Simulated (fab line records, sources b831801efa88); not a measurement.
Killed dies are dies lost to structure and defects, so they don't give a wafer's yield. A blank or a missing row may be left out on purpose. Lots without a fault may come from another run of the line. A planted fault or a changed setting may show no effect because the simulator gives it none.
Problem report in the 8D (eight disciplines) form, filled by code | flow sky130 | the parts of the form that need people (team, actions taken, sign-off) are left out

1. THE PROBLEM
exposure_dose_mJ_cm2 at SKY_NWELL_EXPOSE_07 reads a mean of 279.86 on 6 wafers of 2 lots; wafers without a fault read 254.98 with a standard deviation of 0.29. That is +86 standard deviations from the usual mean.
The step: exposes mask NWM, target cd 840 nm.
First seen on wafer L490.2, day 6 21:36, on iline_stepper-01. The record holds 18 wafers of 6 lots with a number at this step. Rule for "out", or "out of limits": more than 4 standard deviations from the usual mean. The other wafers with a number count as sound.

2. WHAT IT IS AND WHAT IT IS NOT
question                    | is                     | is not
which readings at this step | exposure_dose_mJ_cm2   | -
which lots                  | L490, L491             | L479, L481, L494, L498
which wafers of those lots  | all that have a number | -
read on which tools         | iline_stepper-01       | iline_stepper-02
when                        | from day 6 21:36       | up to then (6 sound wafers); but 6 sound wafers of L494, L498 came after

3. SUSPECTS, AND WHAT RULES EACH OUT
Counting: a tool at a process step up to the reading stays a suspect if it ran every lot that is out and no sound lot after the first of them.
- iline_stepper-01 at SKY_NWELL_EXPOSE_07 (exposes mask NWM, target cd 840 nm): kept. It ran every lot that is out, first L490 (day 6 21:36), and no sound lot after that; its last sound lot up to then is L479 (day 4 05:30). Its own readings are out on those wafers: exposure_dose_mJ_cm2.
Left after counting: iline_stepper-01 at SKY_NWELL_EXPOSE_07.

4. THE CAUSE (what the simulator had put in)
Process parameter drift: iline_stepper-01, from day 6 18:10 on, at SKY_NWELL_EXPOSE_07. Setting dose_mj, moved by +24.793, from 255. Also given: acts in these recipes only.
Counting left only this tool.

5. THE CHAIN OF EFFECTS, in route order
Each row: a reading whose mean over the struck wafers that have a number lies more than 3 standard deviations from the usual. Only readings for which the record gives a usual standard deviation are gone through. hours: the time from each lot's start at the first step in this table that gives one to its start at this step, as a median over the lots. sigmas: the change in usual standard deviations.
hours | step                | reading              | usual  | on struck wafers | change | sigmas
0     | SKY_NWELL_EXPOSE_07 | exposure_dose_mJ_cm2 | 254.98 | 279.86           | +24.88 | +86
The process steps in it:
- SKY_NWELL_EXPOSE_07: exposes mask NWM, target cd 840 nm.

6. WHAT WOULD HAVE CAUGHT IT SOONER
In this record the first reading out of limits was taken at day 6 21:36, 3 hours after the fault began at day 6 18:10.
